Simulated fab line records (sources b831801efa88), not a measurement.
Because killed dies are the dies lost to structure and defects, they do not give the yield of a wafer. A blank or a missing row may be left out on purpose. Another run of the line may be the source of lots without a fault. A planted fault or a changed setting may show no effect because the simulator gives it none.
Code-filled problem report in 8D (eight disciplines) form ; flow sky130 ; the parts of the form that need people (team, actions taken, sign-off) are left out

== 1. THE PROBLEM ==
Wafers without a fault read 74.2 s, standard deviation 0.36; run length s at SKY_LI_CONTACT_ETCH_14 reads a mean of 38.6 s on 3 wafers belonging to 3 lots. Relative to the usual mean, that is a shift of -99 standard deviations.
The step: etches BARC in N2/H2, stops on SiO2, time 45.9 s, target depth 60 nm.
First seen on wafer L433.3, day 33 17:30, on rie diel-04. The record has a number at this step for 33 wafers belonging to 12 lots. Rule for "out", or "out of limits": more than 4 standard deviations from the usual mean. All remaining wafers that have a number are taken as sound.

== 2. WHAT IT IS; WHAT IT IS NOT ==
question;is;is not
which readings at this step;run length s, oes product au;drypump motor current A, h2 flow sccm, throttle valve pct
which lots;L433, L434, L436;L420, L422, L426, L428, L431, L439, L440, L442, L443
which wafers of those lots;L433.3, L434.3, L436.3;L433.6, L434.6, L436.2
read on which tools;rie diel-04;rie diel-02, rie diel-03
when;from day 33 17:30;"up to then (16 sound wafers); but 14 sound wafers of L434, L436, L439, L440, L442, L443 came after"

== 3. WHAT RULES OUT EACH SUSPECT ==
Counting: any tool at a process step up to the reading remains a suspect provided it ran every lot that is out. Sound lots after the first of them don't rule it out here, since some wafers of a struck lot are sound.
- rie diel-04 at SKY_LI_CONTACT_ETCH_14 (etches BARC in N2/H2, stops on SiO2, time 45.9 s, target depth 60 nm): kept. Ran every lot that is out, first one L433 (day 33 17:30); last sound lot up to then L431 (day 33 11:00). Its own readings are out on those wafers: oes product au, run length s.
The count leaves rie diel-04 at SKY_LI_CONTACT_ETCH_14.

== 4. THE CAUSE (what the simulator had put in) ==
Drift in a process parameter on rie diel-04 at SKY_LI_CONTACT_ETCH_14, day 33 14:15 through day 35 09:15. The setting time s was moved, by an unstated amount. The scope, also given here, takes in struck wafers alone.
After counting, this tool was the only one left.

== 5. SEQUENCE OF EFFECTS, ordered by route ==
One row per reading whose mean, taken over the struck wafers that have a number, lies over 3 standard deviations from the usual. Only readings for which the record gives a usual standard deviation are gone through. hours: the time from each lot's start at the first step in this table that gives one to its start at this step, as a median over the lots. sigmas: the change in usual standard deviations.
hours;step;reading;usual;on struck wafers;change;sigmas
0;SKY_LI_CONTACT_ETCH_14;oes product au;0.855 a.u.;1.007;+0.152;+32
0;SKY_LI_CONTACT_ETCH_14;run length s;74.2 s;38.6;-35.6;-99
0;SKY_LI_CONTACT_STRIP_16;oes product au;0.376 a.u.;0.392;+0.016;+3.2
0;SKY_LI_CONTACT_STRIP_16;strip time to endpoint s;3.50 s;3.85;+0.35;+6.6
Process steps it contains:
- SKY_LI_CONTACT_ETCH_14: etches BARC in N2/H2, stops on SiO2, time 45.9 s, target depth 60 nm.
- SKY_LI_CONTACT_STRIP_16: strips in O2/N2.
At these later measuring or inspecting steps, every struck wafer for which the step has a row has a number for every such reading, and none has moved that far: SKY_LOCAL_INTERCONNECT_OVL_MEAS_12.

== 6. WHAT WOULD HAVE CAUGHT IT SOONER ==
In this record no reading fell out of limits until day 33 17:30, 3 hours after the fault had begun at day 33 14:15.
